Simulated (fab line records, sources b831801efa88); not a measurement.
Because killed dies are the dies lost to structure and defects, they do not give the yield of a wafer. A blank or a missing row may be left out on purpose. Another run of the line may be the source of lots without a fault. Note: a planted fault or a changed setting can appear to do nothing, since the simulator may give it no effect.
Comparing a struck lot with a sound one -- flow sky130 -- 15 out of 708 route steps
Sound: wafers L725.1, L725.2, L725.4. Struck: wafers L738.2, L738.3, L738.4. The cause is named last.
Order at every step that has rows: each side's tool, ch and its chambers, its first start. Under that, the readings that differ: sound wafers -- struck wafers -- difference of the means -- sigmas: that difference in standard deviations of wafers without a fault.
alike: same words and numbers on both sides, and readings whose means sit less than 2 such deviations apart. not compared: any withheld reading, any reading some wafer has no value for, any bound like >300 that may hide the same value, and any number with overlapping values for which the record gives no deviation.
The two part at a step that has a row with sigmas, a row that says differs or no value, or rows on one side only. Numbers that don't overlap but have no deviation are shown without sigmas and don't part them. Lack of a reading on every wafer of one side parts them only where that side has two or more wafers.

SKY_RES_XHIGH_TW_MEAS_09:
  sound: film metro-04 at day 26 20:28; struck: film metro-04 at day 31 12:04
  alike: RES_XHIGH_TW
then, 7 steps without rows for these wafers: SKY_SD_N_DEHYDRATE_00 (time 60 s); SKY_SD_N_HMDS_01 (prime time 60 s); SKY_SD_N_COAT_02 (resist thk 1140 nm); SKY_SD_N_SOFTBAKE_03 (time 60 s); SKY_SD_N_EXPOSE_04 (exposes mask NSDM, target cd 380 nm); SKY_SD_N_PEB_05; SKY_SD_N_DEVELOP_06 (develop time 60 s).
SKY_SD_N_CD_MEAS_07: the cd target is 380 nm.
  sound: cd sem-02 at day 28 00:50; struck: cd sem-02 at day 32 14:42
reading,sound,struck,difference,sigmas
cd nm (nm),377.3 376.4 377.6,384.7 385.1 383.9,+7.5,+3
SKY_SD_N_OVL_MEAS_08:
  sound: overlay-02 at day 28 00:57; struck: overlay-02 at day 32 14:49
  alike: SD_N_OVL
then, 2 steps without rows for these wafers: SKY_SD_N_IMPLANT_09; SKY_SD_N_IMPLANT_10.
SKY_SD_N_STRIP_11: strips in O2/N2.
  sound on plasma asher-04 ch 0,1, day 28 01:17; struck on plasma asher-03 ch 0,1, day 32 15:08
reading,sound,struck,difference,sigmas
oes product au (a.u.),0.527 0.523 0.534,0.505 0.511 0.501,-0.022,-5
strip time to endpoint s (s),22.58 22.56 22.55,- - -,no value on the struck wafers,
model.NOVOLAK_of_SD_N_COAT_02.thk nm (nm),0 0 0,531.7 530.2 530.9,+530.9,
  alike: chamber pressure mTorr, drypump motor current A
  not compared: rf hours counter h
SKY_SD_N_TW_MEAS_12:
  sound: film metro-01 at day 28 01:23; struck: film metro-01 at day 32 15:15
  alike: SD_N_TW
-- record jumps: 17 days separate the struck wafers' starts on either side; left off in module SD_N, taken up again in module PAD_OPEN, whose first shown step is the route's number 708 --
SKY_PAD_OPEN_PROBE_99:
  sound: prober-02 at day 45 22:47; struck: prober-01 at day 49 05:03
reading,sound,struck,difference,sigmas
hold,- - -,await dispo/4.4h/scrap await dispo/4.4h/scrap await dispo/4.4h/scrap,no value on the sound wafers,
killed at front end,17 9 11,433 417 427,+413,+96
killed dies,69 83 67,492 492 492,+419,+48
killed on rim,13 17 14,96 96 96,+81,+21
  alike: killed_at_M0_to_M3, killed_at_M4_up, killed at contacts, killed at other, killed open, killed short

WHERE THEY PART
At SKY_SD_N_CD_MEAS_07 first; at SKY_PAD_OPEN_PROBE_99 last (within this record only).

WHY: whatever the simulator had introduced
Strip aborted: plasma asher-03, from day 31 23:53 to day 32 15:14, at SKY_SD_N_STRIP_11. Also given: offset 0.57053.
